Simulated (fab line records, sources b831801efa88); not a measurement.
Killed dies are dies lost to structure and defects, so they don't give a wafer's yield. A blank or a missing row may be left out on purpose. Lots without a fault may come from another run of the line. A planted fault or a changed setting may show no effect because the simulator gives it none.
Which tool did it? | flow sky130 | 6 lots, 18 wafers sampled, at 2 steps of a route of 708

WHAT THE GAUGES READ, wafer by wafer
SKY_SONOS_ONO_OVL_MEAS_14.
lot  | measured     | on         | SONOS_ONO_OVL (nm)
L141 | day 13 21:31 | overlay-02 | -0.4 2.2 -0.1
L143 | day 14 02:58 | overlay-02 | 2.2 3.1 1.9
L146 | day 15 10:46 | overlay-01 | -2.9 -3.0 -1.3
L149 | day 16 01:04 | overlay-02 | -1.1 -0.5 -0.1
L152 | day 17 18:28 | overlay-02 | 0.4 1.0 2.0
L160 | day 20 19:19 | overlay-01 | 1.5 -2.8 0.6

WHICH TOOL RAN EACH LOT (tool, then ch and the chambers of the sampled wafers, then the start)
lot  | SKY_DNWELL_STRIP_08
L141 | plasma_asher-04 ch 0,1, day 4 00:23
L143 | plasma_asher-02 ch 0,1, day 4 05:17
L146 | plasma_asher-02 ch 0,1, day 5 00:14
L149 | plasma_asher-02 ch 0,1, day 5 10:50
L152 | plasma_asher-02 ch 0,1, day 6 03:14
L160 | plasma_asher-04 ch 0,1, day 8 11:17
- SKY_DNWELL_STRIP_08: strips in O2/N2.

THE ANSWER, worked out from the rows above alone
Rule: what is usual is taken from the lots themselves. Put in order of their means at a reading, lots are off if they are a third of the lots or fewer, leave a main group of 4 or more, and stand apart from it by a gap of 3 or more times the standard deviation of the main group's means; of several such gaps the widest counts. A main group whose means are all the same, to the digits that the tables above print for the reading, isn't used. A lot without any number at a reading at which 4 lots or more have one is off too. The other lots that the step has rows for count as sound.
No lot is off at any reading shown: from this, nothing can be told.

WHAT THE SIMULATOR HAD PUT IN
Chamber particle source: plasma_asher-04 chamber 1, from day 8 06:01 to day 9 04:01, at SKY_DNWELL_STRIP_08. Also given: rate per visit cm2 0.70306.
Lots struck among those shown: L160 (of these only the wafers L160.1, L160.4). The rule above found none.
